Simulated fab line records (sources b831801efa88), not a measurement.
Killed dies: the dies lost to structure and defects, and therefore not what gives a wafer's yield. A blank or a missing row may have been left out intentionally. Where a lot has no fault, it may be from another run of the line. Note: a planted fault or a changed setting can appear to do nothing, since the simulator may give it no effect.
Comparing a struck lot with a sound one	flow gf180mcu	15 steps out of a route of 602
Sound: these wafers, L385.2, L385.3, L385.6. The struck wafers were L371.1, L371.4, L371.6. At the end, the cause is stated.
At each step with rows: each side's tool, then ch and its chambers, then its first start. Under that, the readings that differ: sound wafers	struck wafers	difference of the means	sigmas: that difference in standard deviations of wafers without a fault.
alike: readings whose means differ by less than 2 such deviations, and words and numbers that are the same on both sides. not compared: withheld readings, readings that some wafer has no value for, bounds like >300 that may hide the same value, and numbers for which the record gives no deviation and whose values overlap.
The two part at a step that has a row with sigmas, a row that says differs or no value, or rows on one side only. Numbers that have no deviation but don't overlap get no sigmas and don't part them. Lack of a reading on every wafer of one side parts them only where that side has two or more wafers.

GF_V4_ETCH_17: etches SiO2 in C4F8/O2/Ar, stops on TiN, target depth 630 nm.
  sound: rie_diel-01 ch 0,1,2; struck: rie_diel-02 ch 2,3
  alike: bias_w, oes_product_au, rf_fwd_power_W
GF_V4_STRIP_18: strips in O2/N2.
  sound on plasma_asher-01 ch 0,1, day 30 12:20; struck on plasma_asher-02 ch 0,1, day 26 13:07
  alike: drypump_motor_current_A, heater_power_w, oes_product_au
  not compared: rf_hours_counter_h
then, 2 steps without rows for these wafers: GF_V4_STRIP_19 (strips in post etch residue remover, time 1200 s); GF_V4_CLEAN_20 (cleans in DIW).
GF_V4_SPUTTER_21: material Ti, target thk 15 nm, time 80.02 s.
  sound on pvd_sputter-02 at day 30 12:58; struck on pvd_sputter-03 at day 26 13:42
  alike: cathode_dc_power_W, chamber_pressure_pa, throttle_valve_pct
then, 1 step without rows for these wafers: GF_V4_SPUTTER_22 (material TiN, target thk 10 nm, time 40 s).
GF_V4_CVD_23: deposits W, target thk 350 nm, time 104.9 s.
  sound on cvd_w-02 ch 0,1, day 30 13:04; struck on cvd_w-02 ch 0,1, day 26 13:48
  alike: heater_power_outer_w, heater_power_w
  not compared: since_wet_clean_h
GF_V4_RS_MEAS_24: measurement is done with a four-point probe.
  sound on film_metro-01 at day 30 13:11; struck on film_metro-03 at day 26 13:55
  alike: V4_W_RS
GF_V4_THK_MEAS_25: measures by xrf.
  sound on film_metro-01 at day 30 13:18; struck on film_metro-03 at day 26 14:02
  alike: V4_W_THK
GF_V4_CMP_26: polishes, stops on SiO2, t overpolish 15 s, target thk 0 nm.
  sound on cmp-02 ch 1,2,3, day 30 13:24; struck on cmp-01 ch 1,3, day 26 14:08
  alike: motor_current_A, overpolish_run_s, time_to_endpoint_s
then, 2 steps without rows for these wafers: GF_MIM_SPUTTER_00 (material Ti, target thk 37.5 nm, time 150 s); GF_MIM_SPUTTER_01 (material TiN, target thk 30 nm, time 25 s).
GF_MIM_SPUTTER_02: material AlCu, target thk 450 nm, time 23.9 s.
  sound on pvd_sputter-04 at day 30 13:47; struck on pvd_sputter-01 at day 26 14:31
  no value came back on the struck wafers for cathode_dc_power_W (W), chamber_pressure_pa (Pa), throttle_valve_pct (%); on the sound wafers cathode_dc_power_W (W) reads 10598 10598 10601
then, 1 step without rows for these wafers: GF_MIM_SPUTTER_03 (material Ti, target thk 10 nm, time 6.7 s).
-- the record jumps here: 4 days lie between the struck wafers' starts before and after (it left off in module MIM and takes up again in module PASSIVATION, whose first step shown is number 602 of the route) --
GF_PASSIVATION_PROBE_99:
  rows exist in the record for the struck wafers here (prober-02, day 31 00:37), but not for the sound ones

== WHERE THEY PART ==
At GF_MIM_SPUTTER_02 first; at GF_PASSIVATION_PROBE_99 last (within this record only).

WHY: what the simulator had put in
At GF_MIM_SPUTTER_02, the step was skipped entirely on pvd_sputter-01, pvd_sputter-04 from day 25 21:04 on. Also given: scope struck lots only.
